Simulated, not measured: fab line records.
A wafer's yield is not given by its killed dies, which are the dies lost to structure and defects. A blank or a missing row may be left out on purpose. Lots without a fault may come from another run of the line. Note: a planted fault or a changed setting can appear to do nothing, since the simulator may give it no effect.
Problem report in the 8D (eight disciplines) form, filled by code	flow sky130	the parts of the form that need people (team, actions taken, sign-off) are left out

1. WHAT IS WRONG
Mean of run-length-s at SKY_CAPM_METAL_ETCH_13: 85.7 s across 3 wafers in 2 lots; on wafers with no fault it is 91.1 s (standard deviation 0.41). Measured from the usual mean, that is -13 standard deviations.
The step: etches TiN in Cl2/BCl3, stops on SiO2, target depth 220 nm, time 62.9 s.
The first sign was on wafer L624.4 at day 39 17:29, on rie-metal-04. At this step, 42 wafers from 14 lots have a number in the record. Rule for "out" (also "out of limits"): further than 4 standard deviations from the usual mean. Any other wafer with a number is counted as sound.

2. WHAT IT IS AND WHAT IT IS NOT
question	is	is not
which readings at this step	run-length-s, oes-product-au	drypump-motor-current-A
which lots	L624, L627	L619, L621, L622, L628, L629, L630, L632, L634, L635, L636, L637, L639
which wafers of those lots	L624.4, L627.1, L627.6	L624.1, L624.5, L627.2
read on which tools	rie-metal-04	rie-metal-01, rie-metal-02
when	from day 39 17:29	up to then (11 sound wafers); but 28 sound wafers of L627, L628, L629, L630, L632, L634, L635, L636, L637, L639 came after

3. WHAT RULES OUT EACH SUSPECT
Counting: any tool at a process step up to the reading remains a suspect provided it ran every lot that is out. Sound lots after the first of them don't rule it out here, since some wafers of a struck lot are sound.
- rie-metal-04 at SKY_CAPM_METAL_ETCH_13 (etches TiN in Cl2/BCl3, stops on SiO2, target depth 220 nm, time 62.9 s): kept. It ran every lot that is out, first L624 (day 39 17:29); its last sound lot up to then is L622 (day 38 21:41). Its own oes-product-au, run-length-s readings are out on those wafers.
- At SKY_CAPM_METAL_ETCH_13 on rie-metal-04, chamber 1 took the sound wafers of the same lots and chamber 0 took the wafers that are out.
Remaining after the count: rie-metal-04 at SKY_CAPM_METAL_ETCH_13.

4. THE CAUSE (what the simulator had put in)
rie-metal-04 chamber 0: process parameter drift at SKY_CAPM_METAL_ETCH_13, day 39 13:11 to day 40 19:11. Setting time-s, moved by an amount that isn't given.
Only this tool survived the counting.

5. THE CHAIN OF EFFECTS, in route order
Each row: a reading whose mean over the struck wafers that have a number lies more than 3 standard deviations from the usual. Only readings for which the record gives a usual standard deviation are gone through. hours: the time from each lot's start at the first step in this table that gives one to its start at this step, as a median over the lots. sigmas: the change in usual standard deviations.
hours	step	reading	usual	on struck wafers	change	sigmas
0	SKY_CAPM_METAL_ETCH_13	oes-product-au	0.943 a.u.	0.994	+0.051	+8.2
0	SKY_CAPM_METAL_ETCH_13	run-length-s	91.1 s	85.7	-5.4	-13
0	SKY_CAPM_METAL_ETCH_13	throttle-valve-pct	21.901 %	21.867	-0.034	-3.6
0	SKY_CAPM_STRIP_14	strip-time-to-endpoint-s	12.68 s	12.81	+0.13	+3.3
Here are the process steps it includes:
- SKY_CAPM_METAL_ETCH_13: etches TiN in Cl2/BCl3, stops on SiO2, target depth 220 nm, time 62.9 s.
- SKY_CAPM_STRIP_14: strips in O2/N2.

6. WHAT WOULD HAVE CAUGHT IT SOONER
4 hours passed between the start of the fault at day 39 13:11 and the first reading out of limits in this record, taken at day 39 17:29.
